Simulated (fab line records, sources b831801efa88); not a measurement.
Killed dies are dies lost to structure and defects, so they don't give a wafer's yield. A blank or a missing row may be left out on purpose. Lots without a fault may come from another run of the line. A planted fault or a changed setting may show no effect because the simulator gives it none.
Which tool did it? | flow sky130 | 11 lots, 33 wafers sampled, at 3 steps of a route of 708

WHAT THE GAUGES READ, wafer by wafer
SKY_VIA4_THK_MEAS_20: measures by xrf.
lot  | measured     | on            | VIA4_W_THK (nm)
L477 | day 43 00:49 | film_metro-01 | 518 509 504
L478 | day 43 03:24 | film_metro-04 | 508 519 525
L479 | day 43 06:01 | film_metro-04 | 534 517 517
L480 | day 43 19:08 | film_metro-04 | 519 510 515
L481 | day 44 00:47 | film_metro-04 | 522 518 530
L485 | day 45 00:58 | film_metro-03 | 524 504 514
L488 | day 45 13:10 | film_metro-04 | 516 508 522
L489 | day 45 21:08 | film_metro-01 | 499 524 507
L493 | day 47 04:05 | film_metro-04 | 529 505 506
L498 | day 48 04:31 | film_metro-04 | 526 505 534
L499 | day 48 12:00 | film_metro-03 | 508 518 507

SKY_PASSIVATION_THK_MEAS_01.
lot  | measured     | on            | PASSIVATION_CVD_00_THK (nm)
L477 | day 44 01:23 | film_metro-01 | 88.9 88.8 90.2
L478 | day 44 04:36 | film_metro-03 | 91.0 90.8 92.0
L479 | day 44 06:13 | film_metro-01 | 89.4 89.2 90.4
L480 | day 44 17:28 | film_metro-02 | 90.3 88.8 91.8
L481 | day 45 00:49 | film_metro-02 | 89.3 90.5 90.4
L485 | day 45 23:41 | film_metro-01 | 90.4 90.4 91.6
L488 | day 46 11:20 | film_metro-02 | 89.1 90.6 90.9
L489 | day 46 19:24 | film_metro-02 | 89.9 90.4 90.7
L493 | day 48 00:51 | film_metro-01 | 88.1 88.1 89.9
L498 | day 49 00:17 | film_metro-02 | 90.3 90.5 91.1
L499 | day 49 06:59 | film_metro-01 | 89.9 89.6 90.6

WHICH TOOL RAN EACH LOT (tool, then ch and the chambers of the sampled wafers, then the start)
lot  | SKY_METAL5_STRIP_16
L477 | plasma_asher-02 ch 0,1, day 44 00:16
L478 | plasma_asher-02 ch 0,1, day 44 03:19
L479 | plasma_asher-01 ch 0,1, day 44 05:32
L480 | plasma_asher-02 ch 0,1, day 44 16:49
L481 | plasma_asher-02 ch 0,1, day 45 00:11
L485 | plasma_asher-01 ch 0,1, day 45 22:58
L488 | plasma_asher-01 ch 0,1, day 46 10:37
L489 | plasma_asher-03 ch 0,1, day 46 18:42
L493 | plasma_asher-01 ch 0,1, day 48 00:11
L498 | plasma_asher-01 ch 0,1, day 48 23:40
L499 | plasma_asher-02 ch 0,1, day 49 06:19
- SKY_METAL5_STRIP_16: strips in O2/N2.

WHAT THE TOOLS THEMSELVES READ (means of the sampled wafers that have a number; where no wafer has one, the mark that the record gives instead)
SKY_METAL5_STRIP_16.
lot  | tool            | drypump_motor_current_A (A) | oes_product_au (a.u.) | strip_time_to_endpoint_s (s)
L477 | plasma_asher-02 | 6.1                         | 0.708                 | 13.19
L478 | plasma_asher-02 | 6.1                         | 0.714                 | 13.13
L479 | plasma_asher-01 | 5.7                         | 0.708                 | 13.12
L480 | plasma_asher-02 | 6.1                         | 0.715                 | 13.29
L481 | plasma_asher-02 | 6.0                         | 0.707                 | 13.05
L485 | plasma_asher-01 | 5.4                         | 0.712                 | 12.99
L488 | plasma_asher-01 | 5.7                         | 0.711                 | 13.15
L489 | plasma_asher-03 | 6.2                         | 0.705                 | 13.04
L493 | plasma_asher-01 | 5.7                         | 0.710                 | 13.10
L498 | plasma_asher-01 | 5.5                         | 0.710                 | 13.14
L499 | plasma_asher-02 | 6.1                         | 0.711                 | 13.01

THE ANSWER, worked out from the rows above alone
Rule: what is usual is taken from the lots themselves. Put in order of their means at a reading, lots are off if they are a third of the lots or fewer, leave a main group of 4 or more, and stand apart from it by a gap of 3 or more times the standard deviation of the main group's means; of several such gaps the widest counts. A main group whose means are all the same, to the digits that the tables above print for the reading, isn't used. A lot without any number at a reading at which 4 lots or more have one is off too. The other lots that the step has rows for count as sound. The gauges are gone through in route order, then the tools' own readings, and for those a lot's mean is taken as printed above. The first step at which some lot is off is used, and at that step the reading that is off furthest; a lot without a number counts as furthest.
No lot is off at any reading shown: from this, nothing can be told.

WHAT THE SIMULATOR HAD PUT IN
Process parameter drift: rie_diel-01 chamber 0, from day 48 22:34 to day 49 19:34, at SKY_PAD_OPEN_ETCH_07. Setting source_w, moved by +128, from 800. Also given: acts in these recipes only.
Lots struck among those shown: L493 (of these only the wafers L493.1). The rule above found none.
